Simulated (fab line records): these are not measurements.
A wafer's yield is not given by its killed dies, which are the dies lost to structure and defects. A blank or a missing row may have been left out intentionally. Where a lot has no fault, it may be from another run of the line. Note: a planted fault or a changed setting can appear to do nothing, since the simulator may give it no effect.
Which tool was responsible? | flow gf180mcu | 42 wafers from 14 lots sampled at 4 of the route's 602 steps

WHAT THE GAUGES READ, wafer by wafer
GF_M5_CD_MEAS_07 targets a cd of 280 nm.
lot  | measured     | on        | cd-nm (nm)
L232 | day 26 00:23 | cd-sem-01 | 278.6 278.5 280.7
L234 | day 26 15:43 | cd-sem-02 | 279.8 280.0 279.3
L235 | day 27 06:40 | cd-sem-02 | 281.1 281.8 281.7
L237 | day 28 00:18 | cd-sem-01 | 281.0 278.7 280.5
L238 | day 28 04:40 | cd-sem-01 | 281.3 280.7 280.1
L239 | day 28 08:31 | cd-sem-01 | 279.4 280.3 280.5
L240 | day 28 20:18 | cd-sem-02 | 282.4 282.4 282.4
L241 | day 28 20:26 | cd-sem-01 | 279.3 279.6 278.8
L242 | day 29 06:19 | cd-sem-02 | 278.6 279.2 280.6
L243 | day 29 14:46 | cd-sem-02 | 281.6 281.9 281.2
L244 | day 29 18:57 | cd-sem-01 | 280.6 281.4 279.9
L245 | day 30 09:49 | cd-sem-02 | 278.8 279.5 279.3
L246 | day 30 12:12 | cd-sem-01 | 280.2 282.7 281.2
L247 | day 30 15:03 | cd-sem-02 | 280.0 279.4 280.4

GF_V5_THK_MEAS_01.
lot  | measured     | on            | V5_CVD_00_THK (nm)
L232 | day 26 01:20 | film-metro-02 | 299.3 299.5 300.9
L234 | day 26 16:40 | film-metro-04 | 303.8 301.7 303.2
L235 | day 27 07:32 | film-metro-03 | 301.2 300.3 302.0
L237 | day 28 01:13 | film-metro-02 | 306.1 304.7 305.4
L238 | day 28 05:32 | film-metro-02 | 302.1 305.4 302.6
L239 | day 28 09:23 | film-metro-04 | 301.0 302.5 298.9
L240 | day 28 21:31 | film-metro-02 | 299.2 299.2 299.1
L241 | day 28 21:18 | film-metro-02 | 307.5 305.7 302.3
L242 | day 29 07:12 | film-metro-04 | 298.5 298.9 305.2
L243 | day 29 15:40 | film-metro-04 | 301.6 302.4 302.8
L244 | day 29 19:49 | film-metro-04 | 299.0 301.8 302.8
L245 | day 30 10:41 | film-metro-03 | 294.8 299.4 299.4
L246 | day 30 13:04 | film-metro-03 | 302.1 307.0 300.4
L247 | day 30 15:59 | film-metro-02 | 304.5 304.6 305.5

GF_V5_CD_MEAS_14 targets a cd of 260 nm.
lot  | measured     | on        | cd-nm (nm)
L232 | day 26 21:59 | cd-sem-01 | 259.1 257.6 259.0
L234 | day 27 13:54 | cd-sem-02 | 259.4 259.1 259.9
L235 | day 28 03:29 | cd-sem-02 | 262.5 262.0 261.4
L237 | day 28 20:45 | cd-sem-02 | 260.4 258.7 258.7
L238 | day 29 01:28 | cd-sem-02 | 259.8 259.4 259.7
L239 | day 29 05:13 | cd-sem-02 | 260.2 259.8 260.5
L240 | day 29 16:45 | cd-sem-01 | 260.7 260.1 260.2
L241 | day 29 16:47 | cd-sem-02 | 259.6 259.5 260.7
L242 | day 30 02:28 | cd-sem-01 | 262.7 261.4 260.4
L243 | day 30 10:55 | cd-sem-02 | 261.5 260.8 261.7
L244 | day 30 14:42 | cd-sem-02 | 260.6 260.6 261.2
L245 | day 31 05:04 | cd-sem-02 | 258.1 258.7 258.4
L246 | day 31 07:03 | cd-sem-02 | 259.7 259.8 259.5
L247 | day 31 08:57 | cd-sem-01 | 260.0 260.5 260.8

WHAT TOOL EACH LOT RAN ON (gives the tool, then ch and the chambers of the sampled wafers, and finally the start)
lot  | GF_V5_CMP_04
L232 | cmp-02 ch 0,2,3, day 26 01:38
L234 | cmp-02 ch 0,1,2, day 26 17:23
L235 | cmp-01 ch 0,2,3, day 27 07:48
L237 | cmp-02 ch 1,3, day 28 01:26
L238 | cmp-01 ch 0,2,3, day 28 05:53
L239 | cmp-01 ch 1,2,3, day 28 09:37
L240 | cmp-01 ch 0,1,2, day 28 21:45
L241 | cmp-02 ch 1,2, day 28 21:31
L242 | cmp-02 ch 0,1,2, day 29 07:25
L243 | cmp-02 ch 0,1,3, day 29 15:53
L244 | cmp-02 ch 1,3, day 29 20:02
L245 | cmp-02 ch 0,2,3, day 30 11:01
L246 | cmp-02 ch 1,2,3, day 30 13:26
L247 | cmp-02 ch 1,2,3, day 30 16:20
- GF_V5_CMP_04: polishes SiO2.

AS READ BY THE TOOLS THEMSELVES (means over the sampled wafers that have a number; for cases with no such wafer, the mark the record gives instead)
GF_V5_CMP_04.
lot  | tool   | motor-current-A (A) | platen-rpm (rpm) | retaining-ring-pressure-frac
L232 | cmp-02 | 11.8                | 59.96            | 0.998
L234 | cmp-02 | 12.4                | 59.95            | 0.998
L235 | cmp-01 | 11.9                | 60.00            | 1.001
L237 | cmp-02 | 13.2                | 60.00            | 1.000
L238 | cmp-01 | 11.7                | 60.01            | 0.996
L239 | cmp-01 | 11.2                | 60.00            | 0.998
L240 | cmp-01 | 12.3                | 60.01            | 1.004
L241 | cmp-02 | 12.3                | 60.01            | 0.999
L242 | cmp-02 | 12.6                | 59.99            | 1.005
L243 | cmp-02 | 12.4                | 60.00            | 0.998
L244 | cmp-02 | 12.1                | 59.97            | 0.998
L245 | cmp-02 | 11.8                | 60.02            | 0.998
L246 | cmp-02 | 12.3                | 60.00            | 0.999
L247 | cmp-02 | 12.1                | 60.02            | 1.000

THE ANSWER, worked out from the rows above alone
Rule: usual is defined by the lots themselves. The widest of any qualifying gaps counts: lots, ordered by their means at a reading, are off when they make up no more than a third of the lots, leave a main group of 4 or more, and stand apart from it by 3 or more times the standard deviation of that group's means. A main group whose means are all the same, to the digits that the tables above print for the reading, isn't used. A lot without any number at a reading at which 4 lots or more have one is off too. The other lots that the step has rows for count as sound. The gauges are gone through in route order, then the tools' own readings, and for those a lot's mean is taken as printed above. At the first step where some lot is off, the reading lying furthest off is the one used; lots without a number count as furthest.
No lot is off on any of the readings shown, so nothing can be concluded from this.

WHAT THE SIMULATOR HAD INSERTED
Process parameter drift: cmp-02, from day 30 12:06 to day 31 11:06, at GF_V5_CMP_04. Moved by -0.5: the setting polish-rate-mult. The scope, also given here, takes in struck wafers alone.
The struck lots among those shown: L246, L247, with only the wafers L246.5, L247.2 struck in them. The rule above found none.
